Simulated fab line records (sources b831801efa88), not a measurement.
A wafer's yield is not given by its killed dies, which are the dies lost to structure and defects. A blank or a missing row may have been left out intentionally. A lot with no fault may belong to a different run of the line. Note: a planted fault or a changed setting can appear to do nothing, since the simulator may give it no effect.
The tool behind it: which one? / flow sky130 / 12 lots with 36 wafers sampled at 3 steps, on a route of 708 steps

== WHAT THE GAUGES SHOWED, per wafer ==
SKY_CAP2M_THK_MEAS_04: measures by xrf.
lot=L075; measured=day 40 20:08; on=film metro-02; CAP2M_TIN_THK (nm)=197.1 199.8 201.8
lot=L076; measured=day 41 09:02; on=film metro-01; CAP2M_TIN_THK (nm)=201.8 202.2 200.2
lot=L079; measured=day 41 13:40; on=film metro-02; CAP2M_TIN_THK (nm)=201.1 200.0 200.1
lot=L081; measured=day 42 13:58; on=film metro-02; CAP2M_TIN_THK (nm)=197.8 202.5 197.1
lot=L083; measured=day 42 18:23; on=film metro-04; CAP2M_TIN_THK (nm)=201.3 206.7 203.6
lot=L085; measured=day 43 03:26; on=film metro-02; CAP2M_TIN_THK (nm)=199.1 200.5 199.4
lot=L088; measured=day 43 22:52; on=film metro-02; CAP2M_TIN_THK (nm)=199.0 200.1 200.3
lot=L089; measured=day 44 05:44; on=film metro-01; CAP2M_TIN_THK (nm)=198.2 200.7 197.2
lot=L092; measured=day 44 21:50; on=film metro-04; CAP2M_TIN_THK (nm)=198.0 198.7 198.4
lot=L093; measured=day 45 05:46; on=film metro-02; CAP2M_TIN_THK (nm)=201.5 204.7 203.5
lot=L095; measured=day 46 04:14; on=film metro-04; CAP2M_TIN_THK (nm)=199.8 200.0 200.6
lot=L097; measured=day 46 04:24; on=film metro-01; CAP2M_TIN_THK (nm)=203.4 199.3 199.8

== WHICH TOOL RAN EACH LOT (tool, then ch and the chambers of the sampled wafers, then the start) ==
lot=L075; SKY_VIA3_STRIP_16=plasma asher-03 ch 0, day 40 18:24; SKY_CAP2M_SPUTTER_02=pvd sputter-03, day 40 19:53
lot=L076; SKY_VIA3_STRIP_16=plasma asher-02 ch 0,1, day 41 06:59; SKY_CAP2M_SPUTTER_02=pvd sputter-01, day 41 08:47
lot=L079; SKY_VIA3_STRIP_16=plasma asher-03 ch 1, day 41 11:49; SKY_CAP2M_SPUTTER_02=pvd sputter-01, day 41 13:26
lot=L081; SKY_VIA3_STRIP_16=plasma asher-03 ch 0,1, day 42 00:42; SKY_CAP2M_SPUTTER_02=pvd sputter-04, day 42 13:44
lot=L083; SKY_VIA3_STRIP_16=plasma asher-02 ch 0,1, day 42 16:39; SKY_CAP2M_SPUTTER_02=pvd sputter-04, day 42 18:09
lot=L085; SKY_VIA3_STRIP_16=plasma asher-03 ch 0,1, day 43 01:43; SKY_CAP2M_SPUTTER_02=pvd sputter-01, day 43 03:12
lot=L088; SKY_VIA3_STRIP_16=plasma asher-02 ch 0,1, day 43 21:08; SKY_CAP2M_SPUTTER_02=pvd sputter-03, day 43 22:38
lot=L089; SKY_VIA3_STRIP_16=plasma asher-04 ch 0,1, day 44 03:56; SKY_CAP2M_SPUTTER_02=pvd sputter-04, day 44 05:29
lot=L092; SKY_VIA3_STRIP_16=plasma asher-02 ch 0,1, day 44 19:43; SKY_CAP2M_SPUTTER_02=pvd sputter-01, day 44 21:36
lot=L093; SKY_VIA3_STRIP_16=plasma asher-03 ch 0,1, day 45 03:55; SKY_CAP2M_SPUTTER_02=pvd sputter-01, day 45 05:32
lot=L095; SKY_VIA3_STRIP_16=plasma asher-03 ch 0,1, day 45 21:08; SKY_CAP2M_SPUTTER_02=pvd sputter-01, day 46 03:59
lot=L097; SKY_VIA3_STRIP_16=plasma asher-04 ch 0,1, day 46 02:35; SKY_CAP2M_SPUTTER_02=pvd sputter-04, day 46 04:10
- SKY_VIA3_STRIP_16: strips in O2/N2.
- SKY_CAP2M_SPUTTER_02: material TiN, target thk 200 nm, time 166.7 s.

== THE ANSWER, worked out from the rows above alone ==
Rule: the usual values come from the lots themselves. Put in order of their means at a reading, lots are off if they are a third of the lots or fewer, leave a main group of 4 or more, and stand apart from it by a gap of 3 or more times the standard deviation of the main group's means; of several such gaps the widest counts. A main group whose means are all the same, to the digits that the tables above print for the reading, isn't used. Also off: a lot with no number at a reading for which 4 or more lots have one. All remaining lots with rows at the step are treated as sound.
None of the lots is off at any reading shown; this tells nothing.

== WHAT THE SIMULATOR PUT IN ==
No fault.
